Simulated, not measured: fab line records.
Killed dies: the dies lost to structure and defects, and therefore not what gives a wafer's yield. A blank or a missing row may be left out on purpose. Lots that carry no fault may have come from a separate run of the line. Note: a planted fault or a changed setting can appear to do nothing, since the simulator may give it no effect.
Matching of chambers :: flow sky130 :: 4 sister chambers for SKY_VIA1_CMP_24 on cmp-02
The step polishes, stops on SiO2, t overpolish 15 s, target thk 0 nm. 8 wafers are shown with their chamber, then 7 later ones without.

== WAFERS, EACH WITH ITS CHAMBER ==
wafer: L604.1
chamber: 2
motorCurrentA (A): 11.7
timeToEndpointS (s): 63

wafer: L614.5
chamber: 1
motorCurrentA (A): 9.7
timeToEndpointS (s): 66

wafer: L614.6
chamber: 0
motorCurrentA (A): 11.4
timeToEndpointS (s): 59

wafer: L616.2
chamber: 1
motorCurrentA (A): 10.0
timeToEndpointS (s): 63

wafer: L616.5
chamber: 3
motorCurrentA (A): 12.3
timeToEndpointS (s): 70

wafer: L616.6
chamber: 2
motorCurrentA (A): 11.5
timeToEndpointS (s): 64

wafer: L622.1
chamber: 3
motorCurrentA (A): 12.5
timeToEndpointS (s): 67

wafer: L622.2
chamber: 0
motorCurrentA (A): 10.7
timeToEndpointS (s): 62

== WAFERS WHOSE CHAMBER IS MISSING ==
wafer: L622.4
motorCurrentA (A): 11.0
timeToEndpointS (s): 66

wafer: L623.1
motorCurrentA (A): 11.4
timeToEndpointS (s): 59

wafer: L623.2
motorCurrentA (A): 10.0
timeToEndpointS (s): 60

wafer: L623.6
motorCurrentA (A): 10.8
timeToEndpointS (s): 58

wafer: L625.1
motorCurrentA (A): 12.7
timeToEndpointS (s): 64

wafer: L625.2
motorCurrentA (A): 10.6
timeToEndpointS (s): 63

wafer: L625.5
motorCurrentA (A): 10.9
timeToEndpointS (s): 60

== WHICH CHAMBER EACH ONE RAN IN ==
wafer: L622.4
from the rows above: can't be placed: 2 or 0 or 1
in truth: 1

wafer: L623.1
from the rows above: can't be placed: 0 or 2
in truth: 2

wafer: L623.2
from the rows above: can't be placed: 1 or 0
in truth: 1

wafer: L623.6
from the rows above: 0
in truth: 0

wafer: L625.1
from the rows above: can't be placed: 3 or 2
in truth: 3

wafer: L625.2
from the rows above: can't be placed: 0 or 1 or 2
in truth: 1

wafer: L625.5
from the rows above: 0
in truth: 0
Correct placement for 2 of the 7. These rows do not allow placing 5 (true chamber among the candidates in 5). Wrongly placed: 0.
How it was worked out, from the rows above alone: a wafer's distance from a chamber is the root of the sum, over the readings, of the square of ((its reading less the chamber's mean) divided by the reading's scatter). The wafer belongs to the nearest chamber; if the next one is less than 2 further off, it can't be placed. The mean given for a chamber averages the wafers shown for that chamber. The scatter: take each reading less its chamber's mean, square it, sum over the shown wafers, divide by the number of wafers less the number of chambers, and take the root.
